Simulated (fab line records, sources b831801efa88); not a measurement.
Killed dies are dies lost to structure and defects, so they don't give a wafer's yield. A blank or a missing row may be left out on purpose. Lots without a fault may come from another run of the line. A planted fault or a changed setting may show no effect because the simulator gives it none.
Which tool did it? | flow gf180mcu | 14 lots, 42 wafers sampled, at 6 steps of a route of 602

WHAT THE GAUGES READ, wafer by wafer
GF_NWELL_OVL_MEAS_07.
lot  | measured    | on         | NWELL_OVL (nm)
L216 | day 3 16:19 | overlay-01 | 3.9 0.7 -0.5
L217 | day 4 00:05 | overlay-01 | -0.6 1.2 1.1
L219 | day 4 08:13 | overlay-01 | -0.4 -1.0 -0.1
L223 | day 5 05:14 | overlay-01 | -1.1 1.3 -0.4
L224 | day 5 15:52 | overlay-02 | -2.4 0.5 0.2
L228 | day 6 10:46 | overlay-02 | 0.3 -0.8 0.4
L229 | day 6 15:50 | overlay-02 | -2.2 -0.4 -2.6
L230 | day 6 16:50 | overlay-02 | 0.7 1.5 -0.9
L231 | day 6 21:04 | overlay-01 | -0.5 0.5 -0.6
L233 | day 7 08:34 | overlay-01 | -1.0 1.1 -2.3
L234 | day 7 15:13 | overlay-01 | -1.1 0.5 -1.6
L236 | day 8 01:43 | overlay-01 | 0.2 1.7 -0.7
L237 | day 8 07:53 | overlay-02 | 0.5 0.2 2.6
L238 | day 8 13:13 | overlay-02 | 0.3 -0.3 0.5

GF_LVPWELL_TW_MEAS_11.
lot  | measured    | on            | LVPWELL_TW
L216 | day 4 06:42 | film_metro-02 | 565 564 564
L217 | day 4 13:25 | film_metro-04 | 570 568 568
L219 | day 4 22:50 | film_metro-01 | 545 542 542
L223 | day 5 20:35 | film_metro-04 | 30 31 31
L224 | day 6 06:09 | film_metro-02 | 30 30 30
L228 | day 7 02:18 | film_metro-02 | 562 562 560
L229 | day 7 07:12 | film_metro-01 | 547 542 546
L230 | day 7 08:29 | film_metro-01 | 544 547 544
L231 | day 7 12:56 | film_metro-02 | 562 560 559
L233 | day 8 01:23 | film_metro-04 | 572 571 571
L234 | day 8 08:16 | film_metro-02 | 569 563 563
L236 | day 8 19:19 | film_metro-01 | 544 544 548
L237 | day 9 01:04 | film_metro-02 | 558 559 559
L238 | day 9 06:29 | film_metro-02 | 559 559 559

GF_VT_IMPLANT_TW_MEAS_10.
lot  | measured     | on            | VT_IMPLANT_TW
L216 | day 6 01:52  | film_metro-04 | 573 576 573
L217 | day 6 09:10  | film_metro-02 | 567 563 567
L219 | day 6 19:13  | film_metro-02 | 567 567 564
L223 | day 7 19:35  | film_metro-02 | 563 566 563
L224 | day 8 05:34  | film_metro-03 | 564 566 563
L228 | day 9 03:52  | film_metro-03 | 559 563 560
L229 | day 9 08:11  | film_metro-02 | 559 563 565
L230 | day 9 10:25  | film_metro-04 | 576 576 576
L231 | day 9 14:40  | film_metro-02 | 561 562 564
L233 | day 10 04:39 | film_metro-03 | 561 563 565
L234 | day 10 12:25 | film_metro-02 | 567 564 568
L236 | day 11 01:51 | film_metro-03 | 561 562 562
L237 | day 11 07:20 | film_metro-04 | 574 576 574
L238 | day 11 12:54 | film_metro-03 | 562 559 559

GF_DUAL_GATE_OVL_MEAS_11.
lot  | measured     | on         | DUAL_GATE_OVL (nm)
L216 | day 8 20:46  | overlay-01 | -3.2 -2.7 -3.2
L217 | day 9 04:11  | overlay-01 | -0.9 -1.7 -0.8
L219 | day 9 14:25  | overlay-02 | -1.2 -2.7 0.0
L223 | day 10 17:56 | overlay-02 | -1.2 -0.9 2.1
L224 | day 11 06:02 | overlay-01 | -1.5 -3.0 -3.9
L228 | day 12 08:10 | overlay-01 | -1.3 0.0 -0.3
L229 | day 12 12:37 | overlay-01 | -2.1 0.3 -0.5
L230 | day 12 15:26 | overlay-02 | 1.7 -0.2 0.3
L231 | day 12 19:49 | overlay-02 | 0.0 -2.5 -0.2
L233 | day 13 11:29 | overlay-01 | -1.9 -4.2 -3.0
L234 | day 13 22:02 | overlay-01 | -1.2 -0.9 -1.3
L236 | day 14 10:50 | overlay-02 | 0.2 0.3 0.2
L237 | day 14 19:14 | overlay-01 | -0.5 -2.3 -0.4
L238 | day 14 23:58 | overlay-01 | -2.8 -4.4 -2.5

WHICH TOOL RAN EACH LOT (tool, then ch and the chambers of the sampled wafers, then the start)
lot  | GF_NWELL_STRIP_10                   | GF_LVPWELL_STRIP_10
L216 | plasma_asher-03 ch 0,1, day 3 16:39 | plasma_asher-02 ch 0,1, day 4 06:36
L217 | plasma_asher-01 ch 0,1, day 4 00:25 | plasma_asher-02 ch 0,1, day 4 13:19
L219 | plasma_asher-03 ch 1, day 4 08:33   | plasma_asher-04 ch 1, day 4 22:44
L223 | plasma_asher-02 ch 0,1, day 5 05:36 | plasma_asher-02 ch 0,1, day 5 20:29
L224 | plasma_asher-01 ch 0,1, day 5 16:12 | plasma_asher-02 ch 0,1, day 6 06:03
L228 | plasma_asher-02 ch 0,1, day 6 11:07 | plasma_asher-02 ch 0,1, day 7 02:12
L229 | plasma_asher-02 ch 0,1, day 6 16:11 | plasma_asher-02 ch 0,1, day 7 07:07
L230 | plasma_asher-01 ch 1, day 6 17:10   | plasma_asher-02 ch 0,1, day 7 08:23
L231 | plasma_asher-01 ch 0,1, day 6 21:24 | plasma_asher-01 ch 0,1, day 7 12:50
L233 | plasma_asher-02 ch 0,1, day 7 08:55 | plasma_asher-01 ch 0,1, day 8 01:17
L234 | plasma_asher-03 ch 0,1, day 7 15:33 | plasma_asher-04 ch 0,1, day 8 08:09
L236 | plasma_asher-02 ch 0,1, day 8 02:03 | plasma_asher-04 ch 0,1, day 8 19:13
L237 | plasma_asher-03 ch 0,1, day 8 08:13 | plasma_asher-02 ch 0,1, day 9 00:58
L238 | plasma_asher-02 ch 0,1, day 8 13:34 | plasma_asher-01 ch 0,1, day 9 06:23
- GF_NWELL_STRIP_10: strips in O2/N2.
- GF_LVPWELL_STRIP_10: strips in O2/N2.

WHAT THE TOOLS THEMSELVES READ (means of the sampled wafers that have a number; where no wafer has one, the mark that the record gives instead)
GF_NWELL_STRIP_10.
lot  | tool            | chamber_pressure_mTorr (mTorr) | drypump_motor_current_A (A) | heater_power_w (W) | oes_product_au (a.u.) | platen_temp_c (C) | strip_time_to_endpoint_s (s)
L216 | plasma_asher-03 | 1499.9                         | 5.7                         | 323                | 0.722                 | 250.12            | 36.89
L217 | plasma_asher-01 | 1500.6                         | 5.4                         | 370                | 0.723                 | 250.01            | 36.92
L219 | plasma_asher-03 | 1499.4                         | 5.5                         | 331                | 0.726                 | 249.95            | 37.06
L223 | plasma_asher-02 | -                              | -                           | -                  | -                     | -                 | -
L224 | plasma_asher-01 | -                              | -                           | -                  | -                     | -                 | -
L228 | plasma_asher-02 | 1499.8                         | 4.8                         | 351                | 0.726                 | 250.10            | 37.09
L229 | plasma_asher-02 | 1499.8                         | 4.9                         | 358                | 0.722                 | 249.94            | 36.95
L230 | plasma_asher-01 | 1500.4                         | 5.1                         | 386                | 0.727                 | 249.81            | 36.80
L231 | plasma_asher-01 | 1500.3                         | 5.4                         | 363                | 0.719                 | 249.82            | 37.01
L233 | plasma_asher-02 | 1500.6                         | 4.8                         | 345                | 0.724                 | 250.09            | 36.98
L234 | plasma_asher-03 | 1499.1                         | 5.7                         | 319                | 0.720                 | 249.90            | 36.91
L236 | plasma_asher-02 | 1499.1                         | 4.9                         | 356                | 0.726                 | 249.97            | 36.93
L237 | plasma_asher-03 | 1501.5                         | 6.0                         | 313                | 0.721                 | 250.19            | 36.99
L238 | plasma_asher-02 | 1499.9                         | 4.9                         | 351                | 0.721                 | 249.99            | 37.03

GF_LVPWELL_STRIP_10.
lot  | tool            | chamber_pressure_mTorr (mTorr) | drypump_motor_current_A (A) | heater_power_w (W) | oes_product_au (a.u.) | platen_temp_c (C) | strip_time_to_endpoint_s (s)
L216 | plasma_asher-02 | 1501.0                         | 4.9                         | 352                | 0.726                 | 250.07            | 36.95
L217 | plasma_asher-02 | 1498.8                         | 4.8                         | 348                | 0.721                 | 249.92            | 36.90
L219 | plasma_asher-04 | 1500.2                         | 6.4                         | 341                | 0.721                 | 250.14            | 36.90
L223 | plasma_asher-02 | 1499.1                         | 4.7                         | 355                | 0.740                 | 249.98            | 81.24
L224 | plasma_asher-02 | 1499.0                         | 4.8                         | 352                | 0.739                 | 249.80            | 81.13
L228 | plasma_asher-02 | 1500.7                         | 4.8                         | 355                | 0.727                 | 250.05            | 36.92
L229 | plasma_asher-02 | 1499.1                         | 4.8                         | 349                | 0.719                 | 250.16            | 37.05
L230 | plasma_asher-02 | 1500.6                         | 4.8                         | 348                | 0.725                 | 250.05            | 36.81
L231 | plasma_asher-01 | 1500.1                         | 5.4                         | 368                | 0.720                 | 250.13            | 36.99
L233 | plasma_asher-01 | 1500.7                         | 5.4                         | 369                | 0.724                 | 250.04            | 36.75
L234 | plasma_asher-04 | 1500.0                         | 5.8                         | 336                | 0.719                 | 249.95            | 37.06
L236 | plasma_asher-04 | 1499.3                         | 5.8                         | 335                | 0.725                 | 249.99            | 36.84
L237 | plasma_asher-02 | 1501.2                         | 4.8                         | 348                | 0.720                 | 250.24            | 37.05
L238 | plasma_asher-01 | 1500.2                         | 5.4                         | 374                | 0.724                 | 249.95            | 36.73

THE ANSWER, worked out from the rows above alone
Rule: what is usual is taken from the lots themselves. Put in order of their means at a reading, lots are off if they are a third of the lots or fewer, leave a main group of 4 or more, and stand apart from it by a gap of 3 or more times the standard deviation of the main group's means; of several such gaps the widest counts. A main group whose means are all the same, to the digits that the tables above print for the reading, isn't used. A lot without any number at a reading at which 4 lots or more have one is off too. The other lots that the step has rows for count as sound. The gauges are gone through in route order, then the tools' own readings, and for those a lot's mean is taken as printed above. The first step at which some lot is off is used, and at that step the reading that is off furthest; a lot without a number counts as furthest.
Off: L223, L224, at GF_LVPWELL_TW_MEAS_11 (LVPWELL_TW). The main group: mean 557, standard deviation 9.6.
A tool fits if, at a process step before that reading, it ran every lot that is off, and no sound lot after the first of them. The gauges at GF_LVPWELL_TW_MEAS_11 aren't tried: what is off there is off at GF_NWELL_STRIP_10 too, on other tools, and a gauge's error can't cause that. None of those tried fits.

WHAT THE SIMULATOR HAD PUT IN
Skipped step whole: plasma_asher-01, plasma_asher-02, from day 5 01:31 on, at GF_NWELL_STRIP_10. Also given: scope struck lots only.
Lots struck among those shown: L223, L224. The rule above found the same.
